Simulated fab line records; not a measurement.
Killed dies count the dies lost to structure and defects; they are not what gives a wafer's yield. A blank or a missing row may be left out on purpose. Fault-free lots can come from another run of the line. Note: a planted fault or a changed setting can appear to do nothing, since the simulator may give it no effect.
fab line records ; flow gf180mcu
[record] lots = 6; wafers = 18; last_day = 34
route steps=602 shown M4@475 V4@476
lots that met no fault: taken from a fault-free run of the same line
start_h: the number of hours between the record's first day and the start of the first shown wafer of the lot ; wait_h: hours since the lot's step before ; " identical to the entry in the row above ; L1.1+2: one row covering several wafers at once ; - no value present, or no start provided ; * or withheld: withheld ; < > ~ a bound
route shown NAME@n: a module of which the file shows steps, and the number in the route of the first ; usual: the fault-free wafers' mean and standard deviation ; same: alike in all rows ; chamber/n: place in a boat ; sites: each site's reading ; _std_site: standard deviation across them ; _edge_site: mean of outer sites minus mean of inner sites ; radius_mm: for every site, how far away it sits from the centre of the wafer ; mask NAME#n: copy n ; behind: the tool/chamber that last shaped the wafer ; hold: why the lot went on hold/how many hours it stayed there/how the hold came to an end ; device: names the non-switching transistor (n, p or np) ; end of line: tests run on the same wafers once the route is complete ; where a step has no rows: the recipe by itself ; killed: not the wafer's yield, but the dies lost to structure and defects at the first sort ; map: shows each die of a wafer: x if killed, . if not, _ if none is there
set.NAME: the setting the step ran with; set.NAME@STEP: the setting that earlier step ran with ; model.NAME: the simulator's own value behind a step, which no gauge read
a table for each step, a row for each wafer; lots at some steps of the route
services: when a tool's chamber went out of use (start_h, in hours from the record's first day, below 0 if earlier), for how many hours, and the reason
[[steps]]
[step GF_M4_CLEAN_19]
[recipe] chemistry = DIW; dry = n2_spin
[step GF_V4_CVD_00]
[recipe] material = SiO2; target_thk_nm = 600; sigma_open_frac = 0.3; temp_c = 400; time_s = 100; sih4_flow_sccm = 60; pressure_mtorr = 6
[step GF_V4_THK_MEAS_01]
[recipe] reads = SiO2_of_V4_CVD_00
[usual] V4_CVD_00_THK = 600/6.3
lot.wafer;tool;chamber;start_h;wait_h;V4_CVD_00_THK[nm]
L767.4;film_metro-04;-;610.54;0.0;599
L767.5;film_metro-04;-;610.54;0.0;594
L767.6;film_metro-04;-;610.54;0.0;599
L769.1;film_metro-03;-;622.78;0.0;594
L769.2;film_metro-03;-;622.78;0.0;596
L769.3;film_metro-03;-;622.78;0.0;605
L772.1;film_metro-03;-;645.76;0.0;587
L772.4;film_metro-03;-;645.76;0.0;604
L772.5;film_metro-03;-;645.76;0.0;602
L774.1;film_metro-03;-;669.29;0.0;594
L774.3;film_metro-03;-;669.29;0.0;602
L774.4;film_metro-03;-;669.29;0.0;599
L781.1;film_metro-02;-;702.43;0.0;586
L781.5;film_metro-02;-;702.43;0.0;582
L781.6;film_metro-02;-;702.43;0.0;592
L782.3;film_metro-03;-;708.31;0.1;607
L782.4;film_metro-03;-;708.31;0.1;603
L782.5;film_metro-03;-;708.31;0.1;595
[step GF_V4_CVD_02]
[recipe] material = SiO2; target_thk_nm = 850; precursor = TEOS; temp_c = 400; time_s = 94.851; rf_w = 600
[usual] heater_power_w = 634/70; rf_fwd_power_W = 596.1/1.9
[same] time_s = 94.851
lot.wafer;tool;chamber;start_h;wait_h;heater_power_w;rf_fwd_power_W
L767.4;pecvd-01;2;610.61;0.1;566;596.0
L767.5;pecvd-01;1;610.61;0.1;760;594.6
L767.6;pecvd-01;0;610.61;0.1;702;598.8
L769.1;pecvd-02;1;622.84;0.1;646;594.6
L769.2;pecvd-02;2;622.84;0.1;682;598.7
L769.3;pecvd-02;0;622.84;0.1;683;596.9
L772.1;pecvd-02;2;645.82;0.1;696;597.9
L772.4;pecvd-02;2;645.82;0.1;562;597.8
L772.5;pecvd-02;1;645.82;0.1;690;595.3
L774.1;pecvd-01;0;669.35;0.1;719;596.4
L774.3;pecvd-01;2;669.35;0.1;544;596.6
L774.4;pecvd-01;0;669.35;0.1;576;594.7
L781.1;pecvd-01;2;702.49;0.1;521;592.8
L781.5;pecvd-01;2;702.49;0.1;543;593.3
L781.6;pecvd-01;1;702.49;0.1;634;596.5
L782.3;pecvd-04;2;708.35;0.0;534;596.9
L782.4;pecvd-04;1;708.35;0.0;615;594.5
L782.5;pecvd-04;0;708.35;0.0;647;599.1
[step GF_V4_THK_MEAS_03]
[recipe] reads = SiO2_of_V4_CVD_02
[usual] V4_CVD_02_THK = 853/11
lot.wafer;tool;chamber;start_h;wait_h;V4_CVD_02_THK[nm]
L767.4;film_metro-02;-;610.67;0.0;851
L767.5;film_metro-02;-;610.67;0.0;858
L767.6;film_metro-02;-;610.67;0.0;854
L769.1;film_metro-02;-;622.91;0.0;841
L769.2;film_metro-02;-;622.91;0.0;832
L769.3;film_metro-02;-;622.91;0.0;839
L772.1;film_metro-03;-;645.89;0.0;845
L772.4;film_metro-03;-;645.89;0.0;865
L772.5;film_metro-03;-;645.89;0.0;865
L774.1;film_metro-03;-;669.42;0.0;841
L774.3;film_metro-03;-;669.42;0.0;847
L774.4;film_metro-03;-;669.42;0.0;863
L781.1;film_metro-04;-;702.56;0.0;848
L781.5;film_metro-04;-;702.56;0.0;859
L781.6;film_metro-04;-;702.56;0.0;850
L782.3;film_metro-02;-;708.44;0.1;852
L782.4;film_metro-02;-;708.44;0.1;858
L782.5;film_metro-02;-;708.44;0.1;867
[step GF_V4_CMP_04]
[recipe] material = SiO2; down_force_psi = 4; platen_rpm = 60; pad_velocity_m_s = 0.94248
[usual] edge_zone_pressure_frac = 1.001/0.0053; motor_current_A = 12.4/1.6; time_to_endpoint_s = 81/5.4
lot.wafer;tool;chamber;start_h;wait_h;edge_zone_pressure_frac;motor_current_A;time_to_endpoint_s
L767.4;cmp-01;2;610.75;0.1;0.998;11.9;80
L767.6;cmp-01;1;610.75;0.1;1.000;13.3;82
L767.5;cmp-01;2;610.75;0.1;1.004;11.0;82
L769.2;cmp-01;0;623.02;0.1;0.999;13.9;73
L769.3;cmp-01;1;623.02;0.1;1.007;14.3;74
L769.1;cmp-01;2;623.02;0.1;0.995;11.2;73
L772.1;cmp-01;3;645.95;0.1;1.001;11.2;80
L772.4;cmp-01;1;645.95;0.1;1.007;13.3;84
L772.5;cmp-01;0;645.95;0.1;1.000;14.1;84
L774.3;cmp-01;3;669.53;0.1;1.010;11.4;82
L774.1;cmp-01;0;669.53;0.1;1.001;13.9;77
L774.4;cmp-01;1;669.53;0.1;0.998;13.1;84
L781.1;cmp-01;0;702.74;0.2;1.002;13.7;86
L781.6;cmp-01;2;702.74;0.2;1.000;11.3;81
L781.5;cmp-01;3;702.74;0.2;1.000;11.6;90
L782.3;cmp-02;3;708.58;0.1;0.997;12.3;90
L782.4;cmp-02;0;708.58;0.1;0.996;12.2;82
L782.5;cmp-02;1;708.58;0.1;1.010;10.3;84
[step GF_V4_BOW_MEAS_05]
[recipe] mode = bow
[usual] V4_BOW = 135/7.5
lot.wafer;tool;chamber;start_h;wait_h;V4_BOW[um]
L767.4;film_metro-02;-;611.06;0.3;136
L767.5;film_metro-02;-;611.06;0.3;139
L767.6;film_metro-02;-;611.06;0.3;138
L769.1;film_metro-04;-;623.27;0.1;125
L769.2;film_metro-04;-;623.27;0.1;122
L769.3;film_metro-04;-;623.27;0.1;139
L772.1;film_metro-03;-;646.25;0.2;133
L772.4;film_metro-03;-;646.25;0.2;132
L772.5;film_metro-03;-;646.25;0.2;130
L774.1;film_metro-02;-;669.78;0.1;144
L774.3;film_metro-02;-;669.78;0.1;138
L774.4;film_metro-02;-;669.78;0.1;131
L781.1;film_metro-02;-;702.94;0.1;132
L781.5;film_metro-02;-;702.94;0.1;138
L781.6;film_metro-02;-;702.94;0.1;148
L782.3;film_metro-02;-;708.82;0.2;120
L782.4;film_metro-02;-;708.82;0.2;123
L782.5;film_metro-02;-;708.82;0.2;134
[step GF_V4_DEHYDRATE_06]
[recipe] temp_c = 200; time_s = 60
[step GF_V4_HMDS_07]
[recipe] prime_time_s = 60; prime_temp_c = 120
[step GF_V4_COAT_08]
[recipe] resist = BARC; temp_c = withheld; time_s = withheld; spin_rpm = withheld; resist_thk_nm = withheld
[step GF_V4_COAT_09]
[recipe] resist = KrF; spin_rpm = withheld; resist_thk_nm = 1000
[step GF_V4_SOFTBAKE_10]
[recipe] temp_c = 130; time_s = 60; resist = KrF
[step GF_V4_EXPOSE_11]
[recipe] mask_id = Via4; target_cd_nm = 260; na = 0.68; source_shape = conventional; sigma_outer = 0.6; dose_mj = 38
[usual] exposure_dose_mJ_cm2 = 38.00/0.034; focus_offset_nm = 0.0/0.59
lot.wafer;tool;chamber;start_h;wait_h;mask;exposure_dose_mJ_cm2;focus_offset_nm
L767.4;krf_scanner-02;0;621.51;-;Via4#0;37.99;-0.7
L767.5;krf_scanner-02;0;621.51;-;Via4#0;37.99;-0.9
L767.6;krf_scanner-02;0;621.51;-;Via4#0;37.99;-1.1
L769.1;krf_scanner-01;0;633.61;-;Via4#0;38.02;-0.3
L769.2;krf_scanner-01;0;633.61;-;Via4#0;37.96;0.5
L769.3;krf_scanner-01;0;633.61;-;Via4#0;38.00;0.6
L772.1;krf_scanner-02;0;655.95;-;Via4#0;37.95;0.2
L772.4;krf_scanner-02;0;655.95;-;Via4#0;37.95;0.8
L772.5;krf_scanner-02;0;655.95;-;Via4#0;37.96;0.7
L774.1;krf_scanner-02;0;678.85;-;Via4#0;37.98;0.2
L774.3;krf_scanner-02;0;678.85;-;Via4#0;38.00;0.1
L774.4;krf_scanner-02;0;678.85;-;Via4#0;37.96;-0.1
L781.1;krf_scanner-01;-;712.30;-;Via4#0;-;-
L781.5;krf_scanner-01;-;712.30;-;Via4#0;-;-
L781.6;krf_scanner-01;-;712.30;-;Via4#0;-;-
L782.3;krf_scanner-02;-;718.59;-;Via4#0;-;-
L782.4;krf_scanner-02;-;718.59;-;Via4#0;-;-
L782.5;krf_scanner-02;-;718.59;-;Via4#0;-;-
[step GF_V4_PEB_12]
[recipe] peb_temp_c = 135; peb_time_s = 90; resist = KrF
[[services]]
tool;chamber;start_h;hours;kind
pecvd-04;-;591.12;14.0;pm
pecvd-04;0;591.12;14.0;vent_cycle
pecvd-04;1;591.12;14.0;vent_cycle
pecvd-04;2;591.12;14.0;vent_cycle
pecvd-02;0;596.68;5.8;repair
pecvd-01;2;598.18;3.7;repair
pecvd-04;0;605.12;-;clean
krf_scanner-02;-;606.74;0.8;pm
pecvd-01;-;608.21;0.4;repair
krf_scanner-01;-;610.63;1.3;pm
krf_scanner-01;-;615.65;0.8;pm
cmp-01;-;627.94;1.0;repair
cmp-02;-;641.20;30.9;repair
krf_scanner-02;-;641.39;1.3;pm
krf_scanner-01;-;648.86;1.0;pm
krf_scanner-02;-;652.44;1.0;pm
krf_scanner-02;-;671.29;1.8;repair
cmp-02;-;672.15;5.5;pm
pecvd-04;-;673.50;2.9;repair
cmp-01;-;677.89;6.9;pm
cmp-02;-;683.20;1.2;repair
pecvd-02;-;684.17;0.7;repair
pecvd-02;-;697.57;2.9;repair
pecvd-01;0;703.52;18.7;repair
[[key]]
[first_sign] step = GF_V4_EXPOSE_11; reading = tool_record; direction = missing
effect none on later readings
met_at GF_V4_EXPOSE_11
struck_wafers L781.1,L781.5,L781.6,L782.3,L782.4,L782.5
later_rows_left_out L781.1,L781.5,L781.6,L782.3,L782.4,L782.5
sort_left_out L781.1,L781.5,L781.6,L782.3,L782.4,L782.5
onset_between 678.85 712.30
[fault] kind = skipped_step_whole; tool = krf_scanner-01,krf_scanner-02; chamber = -; onset_h = 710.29; steps = GF_V4_EXPOSE_11; scope = struck_lots_only
// sort_left_out: the simulated sort isn't trusted on such a fault, so these wafers' sort isn't shown, and their yield isn't known
// later_rows_left_out: the simulator's readings of these wafers behind a module that went badly wrong aren't trusted and aren't shown, but for the sort
